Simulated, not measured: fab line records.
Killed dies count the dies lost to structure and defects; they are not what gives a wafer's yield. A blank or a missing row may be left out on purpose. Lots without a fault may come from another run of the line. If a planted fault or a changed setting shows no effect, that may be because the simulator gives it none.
Which tool is to blame? :: flow sky130 :: 6 lots, 18 wafers sampled, at 2 steps of a route of 708

## WHAT THE GAUGES SHOWED, per wafer
SKY_CONTACT_RS_MEAS_25: measures by four-point-probe.
lot: L510
measured: day 32 00:31
on: film metro-02
CONTACT_W_RS (ohm/sq): 0.344 0.345 0.343

lot: L516
measured: day 33 16:56
on: film metro-03
CONTACT_W_RS (ohm/sq): 0.344 0.338 0.341

lot: L517
measured: day 34 05:01
on: film metro-04
CONTACT_W_RS (ohm/sq): 0.345 0.349 0.345

lot: L523
measured: day 36 05:07
on: film metro-02
CONTACT_W_RS (ohm/sq): 0.203 0.202 0.202

lot: L530
measured: day 38 08:52
on: film metro-02
CONTACT_W_RS (ohm/sq): 0.340 0.344 0.342

lot: L532
measured: day 38 14:48
on: film metro-03
CONTACT_W_RS (ohm/sq): 0.338 0.338 0.337

## TOOL THAT RAN EACH LOT (tool first, then ch and the chambers of the sampled wafers, then the start)
lot: L510
SKY_CONTACT_CVD_24: cvd w-02 ch 0,1, day 32 00:24

lot: L516
SKY_CONTACT_CVD_24: cvd w-02 ch 0,1, day 33 16:49

lot: L517
SKY_CONTACT_CVD_24: cvd w-02 ch 0,1, day 34 04:53

lot: L523
SKY_CONTACT_CVD_24: cvd w-01 ch 1, day 36 04:55

lot: L530
SKY_CONTACT_CVD_24: cvd w-02 ch 0,1, day 38 08:46

lot: L532
SKY_CONTACT_CVD_24: cvd w-01 ch 0,1, day 38 14:40
- SKY_CONTACT_CVD_24: deposits W, target thk 340 nm, time 102.12 s.

## THE ANSWER, worked out from the rows above alone
Rule: usual is defined by the lots themselves. The widest of any qualifying gaps counts: lots, ordered by their means at a reading, are off when they make up no more than a third of the lots, leave a main group of 4 or more, and stand apart from it by 3 or more times the standard deviation of that group's means. A main group is skipped when, at the precision printed for the reading in the tables above, its means are all equal. A lot without any number at a reading at which 4 lots or more have one is off too. All remaining lots with rows at the step are treated as sound.
Off: L523, at SKY_CONTACT_RS_MEAS_25 (CONTACT_W_RS). For the main group the mean is 0.342 ohm/sq and the standard deviation 0.0029.
If a tool, at a process step before that reading, ran all the lots that are off and no sound lot after the first of them, it fits. The gauges at SKY_CONTACT_RS_MEAS_25 are tried like those tools. Of those tried, none fits.

## WHAT HAD BEEN PUT IN BY THE SIMULATOR
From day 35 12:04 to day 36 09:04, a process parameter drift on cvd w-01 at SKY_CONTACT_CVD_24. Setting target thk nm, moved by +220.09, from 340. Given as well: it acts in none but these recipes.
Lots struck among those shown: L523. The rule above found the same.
